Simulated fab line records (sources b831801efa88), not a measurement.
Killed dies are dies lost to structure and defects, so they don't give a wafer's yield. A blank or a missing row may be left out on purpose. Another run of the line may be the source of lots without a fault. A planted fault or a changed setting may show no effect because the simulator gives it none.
fab line records	flow sky130
record lots=24	wafers=72	lastDay=50
route steps=708 shown METAL3@535 METAL4@600 CAP2M@603
lots with no fault: from the same line, run without faults
startH: start of the lot's first displayed wafer, in hours after the record's first day	waitH: hours since the lot's step before	" the same as in the row above	L1.1+2: a single row standing in for several wafers	- no value, or no start given	* or withheld: withheld	< > ~ a bound
route shown NAME@n: NAME is a module with steps in the file, n the number in the route of the first one	usual: mean/standard deviation of fault-free wafers	same: alike in all rows	chamber/n: place in a boat	sites: per-site readings	_std_site: how widely they spread, as a standard deviation	_edge_site: mean of outer sites minus mean of inner sites	radiusMm: how far each site lies from the wafer's centre	mask NAME#n: copy n	behind: the last tool/chamber to shape the wafer	hold: why the lot was held/for how many hours/how that ended	device: the transistor (n, p or np) that didn't switch	end of line: tests of these same wafers at the route's end	a step without rows: its recipe alone	killed: count of dies lost to structure and defects at first sort (not the wafer's yield)	map: dies across one wafer; x = killed, . = not, _ = none there
set.NAME: setting as actually run; set.NAME@STEP: the setting as run at that earlier step	model.NAME: the simulator's own value behind a step, which no gauge read
the route's steps for a sample of lots (tables are steps, rows are wafers)
services: from which hour (startH, from the record's first day; less than 0 if before it) a tool's chamber was out of use, for how many hours, and why
## steps
# step SKY_METAL3_SPUTTER_03
# recipe material=Ti	targetThkNm=5	powerW=3000	timeS=3.3	chamberPressurePa=0.4
# usual cathodeDcPowerW=3000.0/0.55	throttleValvePct=30.3/0.81
lot.wafer	tool	chamber	startH	waitH	cathodeDcPowerW	throttleValvePct
L074.2	pvdSputter-01	-	844.44	0.0	3000.3	31.2
L074.3	"	-	"	"	3000.0	28.7
L074.4	"	-	"	"	2999.5	30.6
L075.1	pvdSputter-01	-	853.12	0.0	2999.5	30.5
L075.3	"	-	"	"	3000.3	28.9
L075.5	"	-	"	"	2999.9	30.9
L076.1	pvdSputter-02	-	855.83	0.0	2999.9	29.1
L076.2	"	-	"	"	3000.3	30.9
L076.3	"	-	"	"	2999.8	31.8
L077.2	pvdSputter-01	-	870.83	0.0	3001.4	31.0
L077.3	"	-	"	"	3000.7	30.8
L077.4	"	-	"	"	2999.1	30.7
L078.2	pvdSputter-01	-	878.76	0.0	2999.8	28.9
L078.3	"	-	"	"	2999.7	30.4
L078.5	"	-	"	"	2999.5	28.9
L079.1	pvdSputter-01	-	880.56	0.0	2999.3	30.4
L079.3	"	-	"	"	3000.4	29.0
L079.6	"	-	"	"	2999.7	30.3
L080.1	pvdSputter-01	-	896.69	0.0	3000.9	30.2
L080.3	"	-	"	"	2999.6	30.6
L080.4	"	-	"	"	2999.9	29.1
L081.1	pvdSputter-02	-	904.28	0.0	2999.1	31.8
L081.3	"	-	"	"	2999.4	30.7
L081.4	"	-	"	"	3000.3	31.7
L082.4	pvdSputter-01	-	909.14	0.0	2999.5	29.1
L082.5	"	-	"	"	2999.8	30.8
L082.6	"	-	"	"	3000.9	30.2
L083.1	pvdSputter-04	-	917.67	0.0	3000.5	30.6
L083.2	"	-	"	"	3000.1	30.8
L083.4	"	-	"	"	2999.7	29.9
L084.2	pvdSputter-04	-	924.23	0.0	3000.6	29.7
L084.5	"	-	"	"	3000.4	31.0
L084.6	"	-	"	"	3000.8	30.5
L085.1	pvdSputter-02	-	933.68	0.0	2999.5	31.7
L085.4	"	-	"	"	2999.0	31.0
L085.5	"	-	"	"	3000.1	29.0
L086.2	pvdSputter-04	-	941.78	0.0	2999.5	29.7
L086.3	"	-	"	"	2999.6	29.9
L086.4	"	-	"	"	3000.7	30.5
L087.4	pvdSputter-01	-	954.38	0.0	2999.9	30.3
L087.5	"	-	"	"	3000.9	30.7
L087.6	"	-	"	"	3000.7	30.7
L089.1	pvdSputter-04	-	957.48	0.0	2999.9	29.6
L089.3	"	-	"	"	2999.7	29.9
L089.6	"	-	"	"	3000.3	29.9
L088.3	pvdSputter-04	-	960.63	0.0	2999.4	30.8
L088.5	"	-	"	"	3000.2	30.8
L088.6	"	-	"	"	2999.6	29.8
L091.1	pvdSputter-01	-	976.71	0.0	3000.1	30.2
L091.2	"	-	"	"	2999.4	30.8
L091.5	"	-	"	"	2999.9	31.2
L092.1	pvdSputter-04	-	978.55	0.0	3000.9	30.0
L092.3	"	-	"	"	2999.5	30.6
L092.6	"	-	"	"	3000.6	29.7
L090.2	pvdSputter-04	-	979.70	0.0	2999.5	30.2
L090.3	"	-	"	"	3000.1	30.1
L090.5	"	-	"	"	2999.5	30.4
L093.3	pvdSputter-01	-	984.78	0.0	3000.5	31.0
L093.5	"	-	"	"	2999.3	30.3
L093.6	"	-	"	"	2999.4	31.2
L094.2	pvdSputter-04	-	990.74	0.0	2999.6	30.2
L094.3	"	-	"	"	3000.5	29.9
L094.4	"	-	"	"	2999.6	30.7
L095.1	pvdSputter-02	-	999.00	0.0	2999.7	29.1
L095.5	"	-	"	"	3000.2	28.9
L095.6	"	-	"	"	2999.2	31.1
L096.2	pvdSputter-01	-	1002.79	0.0	2999.9	30.7
L096.4	"	-	"	"	2999.3	31.0
L096.6	"	-	"	"	3000.3	30.8
L097.1	pvdSputter-01	-	1009.03	0.0	2999.7	28.9
L097.3	"	-	"	"	3000.7	30.6
L097.6	"	-	"	"	3000.7	30.8
# step SKY_METAL3_SPUTTER_04
# recipe material=TiN	targetThkNm=70	powerW=6500	timeS=58.3	chamberPressurePa=0.4
# usual cathodeDcPowerW=6500.1/1.2	throttleValvePct=30.3/0.82
lot.wafer	tool	chamber	startH	waitH	cathodeDcPowerW	throttleValvePct
L074.2	pvdSputter-01	-	844.45	0.0	6499.5	31.1
L074.3	"	-	"	"	6499.2	28.9
L074.4	"	-	"	"	6500.2	30.5
L075.1	pvdSputter-01	-	853.14	0.0	6502.8	30.3
L075.3	"	-	"	"	6501.0	28.6
L075.5	"	-	"	"	6498.6	30.7
L076.1	pvdSputter-02	-	855.85	0.0	6500.7	29.1
L076.2	"	-	"	"	6498.6	31.1
L076.3	"	-	"	"	6503.2	31.6
L077.2	pvdSputter-01	-	870.84	0.0	6499.8	30.9
L077.3	"	-	"	"	6500.3	30.8
L077.4	"	-	"	"	6502.4	30.2
L078.2	pvdSputter-01	-	878.78	0.0	6500.5	28.9
L078.3	"	-	"	"	6499.7	30.4
L078.5	"	-	"	"	6500.4	28.8
L079.1	pvdSputter-01	-	880.58	0.0	6498.9	30.4
L079.3	"	-	"	"	6500.9	28.6
L079.6	"	-	"	"	6501.3	30.3
L080.1	pvdSputter-01	-	896.70	0.0	6501.2	30.2
L080.3	"	-	"	"	6498.8	30.8
L080.4	"	-	"	"	6499.5	28.9
L081.1	pvdSputter-02	-	904.29	0.0	6499.5	31.5
L081.3	"	-	"	"	6499.0	30.7
L081.4	"	-	"	"	6500.6	32.3
L082.4	pvdSputter-01	-	909.18	0.0	6500.1	28.9
L082.5	"	-	"	"	6501.1	30.7
L082.6	"	-	"	"	6501.0	30.4
L083.1	pvdSputter-04	-	917.68	0.0	6499.0	30.3
L083.2	"	-	"	"	6499.7	31.0
L083.4	"	-	"	"	6497.1	29.7
L084.2	pvdSputter-04	-	924.25	0.0	6501.9	29.5
L084.5	"	-	"	"	6499.5	30.5
L084.6	"	-	"	"	6498.4	30.3
L085.1	pvdSputter-02	-	933.70	0.0	6501.1	31.8
L085.4	"	-	"	"	6500.4	30.8
L085.5	"	-	"	"	6499.6	29.4
L086.2	pvdSputter-04	-	941.79	0.0	6502.4	29.8
L086.3	"	-	"	"	6500.1	30.0
L086.4	"	-	"	"	6499.3	31.0
L087.4	pvdSputter-01	-	954.39	0.0	6500.5	30.4
L087.5	"	-	"	"	6502.2	30.9
L087.6	"	-	"	"	6499.3	31.0
L089.1	pvdSputter-04	-	957.49	0.0	6499.4	29.5
L089.3	"	-	"	"	6502.2	29.9
L089.6	"	-	"	"	6501.4	30.0
L088.3	pvdSputter-04	-	960.64	0.0	6498.4	30.6
L088.5	"	-	"	"	6499.6	30.5
L088.6	"	-	"	"	6500.6	29.9
L091.1	pvdSputter-01	-	976.73	0.0	6501.3	30.3
L091.2	"	-	"	"	6500.7	30.9
L091.5	"	-	"	"	6500.2	31.1
L092.1	pvdSputter-04	-	978.57	0.0	6501.6	29.8
L092.3	"	-	"	"	6499.6	30.3
L092.6	"	-	"	"	6500.9	29.5
L090.2	pvdSputter-04	-	979.73	0.0	6499.6	30.5
L090.3	"	-	"	"	6499.8	29.9
L090.5	"	-	"	"	6500.2	30.1
L093.3	pvdSputter-01	-	984.80	0.0	6499.8	30.9
L093.5	"	-	"	"	6500.3	30.4
L093.6	"	-	"	"	6499.8	31.0
L094.2	pvdSputter-04	-	990.76	0.0	6499.3	30.5
L094.3	"	-	"	"	6500.5	30.0
L094.4	"	-	"	"	6500.8	31.0
L095.1	pvdSputter-02	-	999.02	0.0	6500.5	29.1
L095.5	"	-	"	"	6499.5	29.1
L095.6	"	-	"	"	6501.6	30.7
L096.2	pvdSputter-01	-	1002.81	0.0	6500.3	30.6
L096.4	"	-	"	"	6501.4	31.0
L096.6	"	-	"	"	6500.2	31.2
L097.1	pvdSputter-01	-	1009.05	0.0	6498.9	29.1
L097.3	"	-	"	"	6499.9	30.3
L097.6	"	-	"	"	6500.0	30.8
# step SKY_METAL3_DESCUM_15
# recipe chemistry=O2	sourcePowerW=150	biasPowerW=0	pressureMtorr=10	tempC=40	timeS=8
# usual drypumpMotorCurrentA=5.82/0.072	oesProductAu=0.992/0.0076
lot.wafer	tool	chamber	startH	waitH	drypumpMotorCurrentA	oesProductAu	rfHoursCounterH
L074.2	rieMetal-03	1	897.83	0.0	5.82	0.990	12
L074.3	"	0	"	"	5.89	1.002	-
L074.4	"	1	"	"	5.88	0.989	-
L075.1	rieMetal-03	1	906.68	0.0	5.87	1.006	13
L075.3	"	1	"	"	5.88	0.992	-
L075.5	"	0	"	"	5.91	1.014	-
L076.1	rieMetal-03	0	908.33	0.0	5.89	0.991	8
L076.2	"	1	"	"	5.90	0.986	13
L076.3	"	0	"	"	5.89	0.993	-
L077.2	rieMetal-03	0	923.03	0.0	5.90	1.003	9
L077.3	"	0	"	"	5.92	0.999	-
L077.4	"	1	"	"	5.89	0.996	-
L078.2	rieMetal-01	0	931.18	0.0	5.75	0.989	18
L078.3	"	1	"	"	5.81	0.990	-
L078.5	"	1	"	"	5.80	0.985	-
L079.1	rieMetal-02	1	933.48	0.0	5.70	0.985	5
L079.3	"	1	"	"	5.71	0.996	-
L079.6	"	1	"	"	5.69	0.988	-
L080.1	rieMetal-01	0	947.13	0.0	5.74	0.984	18
L080.3	"	1	"	"	5.82	0.995	-
L080.4	"	0	"	"	5.74	0.996	-
L081.1	rieMetal-03	1	954.93	0.0	5.87	0.981	15
L081.3	"	0	"	"	5.90	0.992	-
L081.4	"	1	"	"	5.91	0.987	-
L082.4	rieMetal-01	0	959.24	0.0	5.74	0.983	-
L082.5	"	0	"	"	5.75	0.990	-
L082.6	"	1	"	"	5.84	0.982	-
L083.1	rieMetal-02	0	967.53	0.0	5.90	0.984	1
L083.2	"	1	"	"	5.69	0.987	7
L083.4	"	0	"	"	5.90	0.976	-
L084.2	rieMetal-02	0	973.88	0.0	5.89	0.985	1
L084.5	"	0	"	"	5.88	0.991	-
L084.6	"	1	"	"	5.71	1.000	-
L085.1	rieMetal-03	0	983.23	0.0	5.91	0.990	12
L085.4	"	1	"	"	5.87	0.981	-
L085.5	"	0	"	"	5.92	0.993	-
L086.2	rieMetal-01	1	990.43	0.0	5.81	0.989	7
L086.3	"	0	"	"	5.74	0.998	-
L086.4	"	1	"	"	5.80	0.994	-
L087.4	rieMetal-01	1	1003.79	0.0	5.81	0.999	-
L087.5	"	1	"	"	5.77	0.990	-
L087.6	"	0	"	"	5.73	0.997	-
L089.1	rieMetal-02	1	1005.83	0.0	5.71	0.997	8
L089.3	"	0	"	"	5.90	0.988	-
L089.6	"	1	"	"	5.70	0.998	-
L088.3	rieMetal-03	0	1008.79	0.0	5.90	1.007	-
L088.5	"	1	"	"	5.87	0.980	-
L088.6	"	0	"	"	5.89	1.002	-
L091.1	rieMetal-03	1	1022.93	0.0	5.83	0.985	19
L091.2	"	0	"	"	5.89	0.990	14
L091.5	"	0	"	"	5.90	0.994	-
L092.1	rieMetal-01	0	1025.98	0.0	5.74	0.988	23
L092.3	"	0	"	"	5.74	1.001	-
L092.6	"	1	"	"	5.80	0.984	-
L090.2	rieMetal-02	0	1027.08	0.0	5.90	0.985	4
L090.3	"	1	"	"	5.68	1.004	-
L090.5	"	0	"	"	5.89	0.991	-
L093.3	rieMetal-01	1	1031.90	0.0	5.81	0.988	-
L093.5	"	1	"	"	5.83	0.979	-
L093.6	"	1	"	"	5.81	0.991	-
L094.2	rieMetal-01	1	1037.84	0.0	5.79	0.994	-
L094.3	"	1	"	"	5.82	0.987	-
L094.4	"	1	"	"	5.79	0.986	-
L095.1	rieMetal-03	1	1044.53	0.0	5.80	0.991	21
L095.5	"	0	"	"	5.87	0.991	-
L095.6	"	1	"	"	5.82	0.980	-
L096.2	rieMetal-01	0	1049.18	0.0	5.74	0.998	1
L096.4	"	1	"	"	5.81	0.982	-
L096.6	"	1	"	"	5.85	0.999	-
L097.1	rieMetal-03	0	1054.73	0.0	5.91	0.996	17
L097.3	"	0	"	"	5.89	1.006	-
L097.6	"	0	"	"	5.91	1.001	-
# step SKY_METAL3_ETCH_17
# recipe target=SiO2	stopOn=TiN	chemistry=C4F8/O2/Ar	sourceW=1500	biasW=1200	pressureMtorr=40	c4f8FlowSccm=withheld	O2_flow_sccm=6	Ar_flow_sccm=300	timeS=3.9	targetDepthA=150
# usual oesProductAu=0.754/0.0074
lot.wafer	tool	chamber	startH	waitH	oesProductAu	rfHoursCounterH
L074.2	rieDiel-01	0	897.96	0.1	0.742	18
L074.3	"	1	"	"	0.762	19
L074.4	"	3	"	"	0.751	12
L075.1	rieDiel-03	1	906.81	0.1	0.749	11
L075.3	"	2	"	"	0.748	1
L075.5	"	1	"	"	0.762	-
L076.1	rieDiel-04	0	908.46	0.1	0.755	25
L076.2	"	3	"	"	0.750	24
L076.3	"	2	"	"	0.751	12
L077.2	rieDiel-04	1	923.16	0.1	0.744	20
L077.3	"	2	"	"	0.751	13
L077.4	"	0	"	"	0.757	25
L078.2	rieDiel-01	3	931.31	0.1	0.755	13
L078.3	"	0	"	"	0.773	18
L078.5	"	0	"	"	0.752	-
L079.1	rieDiel-01	0	933.74	0.2	0.742	18
L079.3	"	2	"	"	0.749	4
L079.6	"	3	"	"	0.751	-
L080.1	rieDiel-03	3	947.26	0.1	0.754	12
L080.3	"	0	"	"	0.755	27
L080.4	"	1	"	"	0.762	12
L081.1	rieDiel-01	3	955.06	0.1	0.761	13
L081.3	"	1	"	"	0.753	21
L081.4	"	3	"	"	0.763	-
L082.4	rieDiel-03	0	959.36	0.0	0.752	27
L082.5	"	2	"	"	0.760	-
L082.6	"	3	"	"	0.761	-
L083.1	rieDiel-04	1	967.66	0.1	0.743	22
L083.2	"	3	"	"	0.747	1
L083.4	"	0	"	"	0.754	0
L084.2	rieDiel-01	0	974.01	0.1	0.752	19
L084.5	"	0	"	"	0.767	-
L084.6	"	1	"	"	0.751	-
L085.1	rieDiel-04	0	983.36	0.1	0.747	0
L085.4	"	2	"	"	0.764	15
L085.5	"	0	"	"	0.762	-
L086.2	rieDiel-04	2	990.56	0.1	0.755	15
L086.3	"	1	"	"	0.755	23
L086.4	"	0	"	"	0.750	1
L087.4	rieDiel-03	0	1003.92	0.0	0.758	-
L087.5	"	3	"	"	0.771	-
L087.6	"	2	"	"	0.768	-
L089.1	rieDiel-04	0	1005.96	0.1	0.749	1
L089.3	"	1	"	"	0.746	23
L089.6	"	0	"	"	0.757	-
L088.3	rieDiel-03	1	1008.91	0.0	0.768	14
L088.5	"	1	"	"	0.759	-
L088.6	"	0	"	"	0.762	-
L091.1	rieDiel-01	3	1023.06	0.1	0.753	15
L091.2	"	1	"	"	0.755	0
L091.5	"	2	"	"	0.758	-
L092.1	rieDiel-03	1	1026.11	0.1	0.748	15
L092.3	"	2	"	"	0.748	6
L092.6	"	2	"	"	0.755	-
L090.2	rieDiel-04	0	1027.21	0.1	0.755	2
L090.3	"	2	"	"	0.743	16
L090.5	"	3	"	"	0.761	-
L093.3	rieDiel-04	3	1032.14	0.1	0.752	3
L093.5	"	3	"	"	0.751	-
L093.6	"	0	"	"	0.751	-
L094.2	rieDiel-03	3	1038.09	0.1	0.753	15
L094.3	"	2	"	"	0.756	6
L094.4	"	0	"	"	0.756	2
L095.1	rieDiel-03	3	1044.66	0.1	0.742	16
L095.5	"	3	"	"	0.749	-
L095.6	"	0	"	"	0.750	-
L096.2	rieDiel-03	0	1049.31	0.1	0.740	2
L096.4	"	3	"	"	0.755	16
L096.6	"	2	"	"	0.747	-
L097.1	rieDiel-01	0	1054.86	0.1	0.744	21
L097.3	"	1	"	"	0.762	2
L097.6	"	0	"	"	0.771	-
# step SKY_METAL4_SPUTTER_02
# recipe material=AlCu	targetThkNm=735	powerW=10600	timeS=39.1	chamberPressurePa=0.4
# usual cathodeDcPowerW=10600/1.9	throttleValvePct=30.4/1.1
lot.wafer	tool	chamber	startH	waitH	cathodeDcPowerW	throttleValvePct
L074.2	pvdSputter-04	-	925.49	0.0	10601	30.3
L074.3	"	-	"	"	10600	30.7
L074.4	"	-	"	"	10598	29.5
L075.1	pvdSputter-02	-	934.74	0.0	10599	31.7
L075.3	"	-	"	"	10601	31.6
L075.5	"	-	"	"	10601	31.1
L076.1	pvdSputter-02	-	935.69	0.0	10599	31.8
L076.2	"	-	"	"	10595	31.8
L076.3	"	-	"	"	10598	30.8
L077.2	pvdSputter-02	-	951.74	0.0	10598	31.6
L077.3	"	-	"	"	10597	29.0
L077.4	"	-	"	"	10601	32.2
L078.2	pvdSputter-02	-	958.74	0.0	10600	29.2
L078.3	"	-	"	"	10599	31.9
L078.5	"	-	"	"	10599	29.2
L079.1	pvdSputter-02	-	961.34	0.0	10601	32.0
L079.3	"	-	"	"	10602	31.1
L079.6	"	-	"	"	10599	30.9
L080.1	pvdSputter-03	-	973.57	0.0	10601	29.5
L080.3	"	-	"	"	10598	30.7
L080.4	"	-	"	"	10598	29.4
L081.1	pvdSputter-03	-	982.41	0.0	10597	30.7
L081.3	"	-	"	"	10598	29.2
L081.4	"	-	"	"	10601	29.9
L082.4	pvdSputter-04	-	986.26	0.0	10600	30.2
L082.5	"	-	"	"	10600	30.9
L082.6	"	-	"	"	10600	30.5
L083.1	pvdSputter-02	-	994.67	0.0	10597	32.2
L083.2	"	-	"	"	10602	30.5
L083.4	"	-	"	"	10604	28.9
L084.2	pvdSputter-04	-	1000.52	0.0	10597	29.8
L084.5	"	-	"	"	10600	30.8
L084.6	"	-	"	"	10602	30.0
L085.1	pvdSputter-02	-	1010.26	0.0	10600	30.9
L085.4	"	-	"	"	10598	31.7
L085.5	"	-	"	"	10600	29.2
L086.2	pvdSputter-03	-	1016.58	0.0	10597	29.1
L086.3	"	-	"	"	10599	30.5
L086.4	"	-	"	"	10598	29.7
L087.4	pvdSputter-02	-	1029.60	0.0	10600	29.0
L087.5	"	-	"	"	10603	31.9
L087.6	"	-	"	"	10603	32.0
L089.1	pvdSputter-03	-	1032.31	0.0	10600	29.3
L089.3	"	-	"	"	10602	29.5
L089.6	"	-	"	"	10598	29.0
L088.3	pvdSputter-03	-	1035.04	0.0	10600	29.4
L088.5	"	-	"	"	10598	30.8
L088.6	"	-	"	"	10601	28.9
L091.1	pvdSputter-03	-	1047.95	0.0	10602	29.4
L091.2	"	-	"	"	10599	28.8
L091.5	"	-	"	"	10600	30.8
L092.1	pvdSputter-03	-	1052.10	0.0	10600	29.3
L092.3	"	-	"	"	10597	29.2
L092.6	"	-	"	"	10602	29.3
L090.2	pvdSputter-03	-	1052.61	0.0	10600	29.3
L090.3	"	-	"	"	10598	30.7
L090.5	"	-	"	"	10602	29.5
L093.3	pvdSputter-02	-	1057.48	0.0	10598	30.9
L093.5	"	-	"	"	10601	29.0
L093.6	"	-	"	"	10599	30.8
L094.2	pvdSputter-02	-	1062.59	0.0	10598	31.5
L094.3	"	-	"	"	10599	32.0
L094.4	"	-	"	"	10599	30.9
L095.1	pvdSputter-02	-	1069.79	0.0	10601	32.1
L095.5	"	-	"	"	10601	28.9
L095.6	"	-	"	"	10601	30.9
L096.2	pvdSputter-02	-	1073.23	0.0	10598	31.8
L096.4	"	-	"	"	10600	31.5
L096.6	"	-	"	"	10605	29.2
L097.1	pvdSputter-02	-	1079.03	0.0	10601	28.9
L097.3	"	-	"	"	10600	32.0
L097.6	"	-	"	"	10603	30.9
# step SKY_CAP2M_CVD_00
# recipe material=SiO2	targetThkNm=15.5	tempC=400	timeS=withheld	rfW=450
# usual heaterPowerW=759/82
lot.wafer	tool	chamber	startH	waitH	heaterPowerW
L074.2	pecvd-04	1	925.59	0.0	850
L074.3	"	2	"	"	788
L074.4	"	1	"	"	853
L075.1	pecvd-04	2	934.84	0.0	701
L075.3	"	1	"	"	794
L075.5	"	2	"	"	691
L076.1	pecvd-02	0	935.79	0.0	748
L076.2	"	2	"	"	737
L076.3	"	2	"	"	761
L077.2	pecvd-04	0	951.84	0.0	894
L077.3	"	1	"	"	883
L077.4	"	0	"	"	916
L078.2	pecvd-04	0	958.84	0.0	799
L078.3	"	1	"	"	807
L078.5	"	2	"	"	641
L079.1	pecvd-04	1	961.44	0.0	893
L079.3	"	0	"	"	882
L079.6	"	2	"	"	713
L080.1	pecvd-02	1	973.68	0.0	632
L080.3	"	2	"	"	642
L080.4	"	2	"	"	649
L081.1	pecvd-04	2	982.52	0.0	711
L081.3	"	0	"	"	857
L081.4	"	1	"	"	753
L082.4	pecvd-02	1	986.38	0.0	746
L082.5	"	0	"	"	839
L082.6	"	2	"	"	767
L083.1	pecvd-02	0	994.78	0.0	766
L083.2	"	2	"	"	767
L083.4	"	2	"	"	800
L084.2	pecvd-03	1	1000.62	0.0	708
L084.5	"	0	"	"	618
L084.6	"	2	"	"	760
L085.1	pecvd-04	0	1010.36	0.0	728
L085.4	"	0	"	"	732
L085.5	"	2	"	"	723
L086.2	pecvd-02	1	1016.68	0.0	668
L086.3	"	2	"	"	706
L086.4	"	2	"	"	696
L087.4	pecvd-04	2	1029.72	0.0	682
L087.5	"	0	"	"	793
L087.6	"	1	"	"	841
L089.1	pecvd-03	2	1032.43	0.0	816
L089.3	"	1	"	"	707
L089.6	"	1	"	"	714
L088.3	pecvd-03	0	1035.15	0.0	606
L088.5	"	1	"	"	656
L088.6	"	2	"	"	774
L091.1	pecvd-04	2	1048.06	0.0	765
L091.2	"	0	"	"	824
L091.5	"	2	"	"	729
L092.1	pecvd-02	2	1052.22	0.0	653
L092.3	"	0	"	"	784
L092.6	"	0	"	"	796
L090.2	pecvd-04	0	1052.73	0.0	857
L090.3	"	1	"	"	731
L090.5	"	0	"	"	852
L093.3	pecvd-04	1	1057.59	0.0	817
L093.5	"	1	"	"	855
L093.6	"	2	"	"	767
L094.2	pecvd-04	2	1062.70	0.0	750
L094.3	"	1	"	"	854
L094.4	"	2	"	"	750
L095.1	pecvd-03	1	1069.90	0.0	648
L095.5	"	0	"	"	537
L095.6	"	2	"	"	796
L096.2	pecvd-02	0	1073.33	0.0	788
L096.4	"	2	"	"	765
L096.6	"	1	"	"	618
L097.1	pecvd-04	2	1079.13	0.0	784
L097.3	"	0	"	"	839
L097.6	"	2	"	"	764
## services
tool	chamber	startH	hours	kind
pvdSputter-02	-	836.35	0.5	repair
pecvd-04	-	842.57	2.7	repair
rieDiel-04	0	847.73	5.8	repair
pecvd-04	0	856.24	12.9	repair
pvdSputter-01	-	863.00	1.5	repair
pecvd-04	-	863.52	0.7	repair
pvdSputter-04	-	865.26	4.3	repair
pvdSputter-03	-	888.46	4.6	repair
rieDiel-03	-	908.77	0.2	repair
pvdSputter-03	-	910.81	6.7	repair
rieDiel-03	-	930.14	4.3	pm
pecvd-02	1	933.69	6.0	repair
pvdSputter-03	-	939.89	1.8	repair
rieMetal-03	-	943.28	1.4	pm
pvdSputter-04	-	949.51	3.6	repair
rieDiel-03	-	952.74	0.3	repair
rieDiel-04	3	953.13	6.2	repair
pvdSputter-03	-	968.84	0.6	repair
rieDiel-03	-	986.72	0.6	repair
rieDiel-03	1	997.82	6.3	repair
pvdSputter-04	-	1017.72	2.0	repair
rieDiel-03	3	1020.80	8.9	repair
rieDiel-04	3	1052.15	9.6	repair
rieDiel-04	0	1055.44	20.7	repair
## key
fault none
